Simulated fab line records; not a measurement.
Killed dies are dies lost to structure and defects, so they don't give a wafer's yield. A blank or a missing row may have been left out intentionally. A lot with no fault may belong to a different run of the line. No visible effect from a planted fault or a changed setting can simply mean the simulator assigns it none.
Matching of chambers / flow sky130 / SKY_VIA3_ETCH_14 on rieDiel-02 has 4 sister chambers
The step etches BARC in N2/H2, stops on SiO2, time 45.9 s, target depth 60 nm. 8 wafers are shown with their chamber, then 8 later ones without.

EACH WAFER AND ITS CHAMBER
wafer=L076.1; chamber=1; drypumpMotorCurrentA (A)=6.1; throttleValvePct (%)=13.233
wafer=L078.4; chamber=3; drypumpMotorCurrentA (A)=5.8; throttleValvePct (%)=13.226
wafer=L081.3; chamber=2; drypumpMotorCurrentA (A)=5.4; throttleValvePct (%)=13.219
wafer=L081.4; chamber=3; drypumpMotorCurrentA (A)=5.9; throttleValvePct (%)=13.217
wafer=L083.2; chamber=0; drypumpMotorCurrentA (A)=5.8; throttleValvePct (%)=13.221
wafer=L083.5; chamber=1; drypumpMotorCurrentA (A)=6.1; throttleValvePct (%)=13.238
wafer=L083.6; chamber=0; drypumpMotorCurrentA (A)=5.8; throttleValvePct (%)=13.214
wafer=L086.1; chamber=2; drypumpMotorCurrentA (A)=5.4; throttleValvePct (%)=13.213

WAFERS WITH NO CHAMBER GIVEN
wafer=L086.3; drypumpMotorCurrentA (A)=6.1; throttleValvePct (%)=13.223
wafer=L086.4; drypumpMotorCurrentA (A)=5.8; throttleValvePct (%)=13.224
wafer=L088.3; drypumpMotorCurrentA (A)=5.8; throttleValvePct (%)=13.226
wafer=L088.4; drypumpMotorCurrentA (A)=5.9; throttleValvePct (%)=13.213
wafer=L088.5; drypumpMotorCurrentA (A)=5.5; throttleValvePct (%)=13.230
wafer=L092.3; drypumpMotorCurrentA (A)=6.1; throttleValvePct (%)=13.220
wafer=L092.4; drypumpMotorCurrentA (A)=5.4; throttleValvePct (%)=13.232
wafer=L092.6; drypumpMotorCurrentA (A)=6.1; throttleValvePct (%)=13.216

CHAMBER TAKEN BY EACH
wafer=L086.3; from the rows above=1; in truth=1
wafer=L086.4; from the rows above=can't be placed: 0 or 3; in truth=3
wafer=L088.3; from the rows above=can't be placed: 3 or 0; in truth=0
wafer=L088.4; from the rows above=can't be placed: 3 or 0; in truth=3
wafer=L088.5; from the rows above=2; in truth=2
wafer=L092.3; from the rows above=1; in truth=1
wafer=L092.4; from the rows above=2; in truth=2
wafer=L092.6; from the rows above=1; in truth=1
5 of 8 placed correctly. Cannot be placed on the basis of these rows: 3; the candidates contain the true chamber in 3. Number placed wrongly: 0.
How it was worked out, from the rows above alone: a wafer's distance from a chamber is the root of the sum, over the readings, of the square of ((its reading less the chamber's mean) divided by the reading's scatter). If the next closest chamber is less than 2 further off than the closest, the wafer can't be placed; otherwise it belongs to the closest. For every chamber, the mean is computed from those of its wafers that are shown. The scatter is the square root of a quotient: the sum, over the shown wafers, of each reading's squared deviation from its chamber's mean, divided by wafers minus chambers.
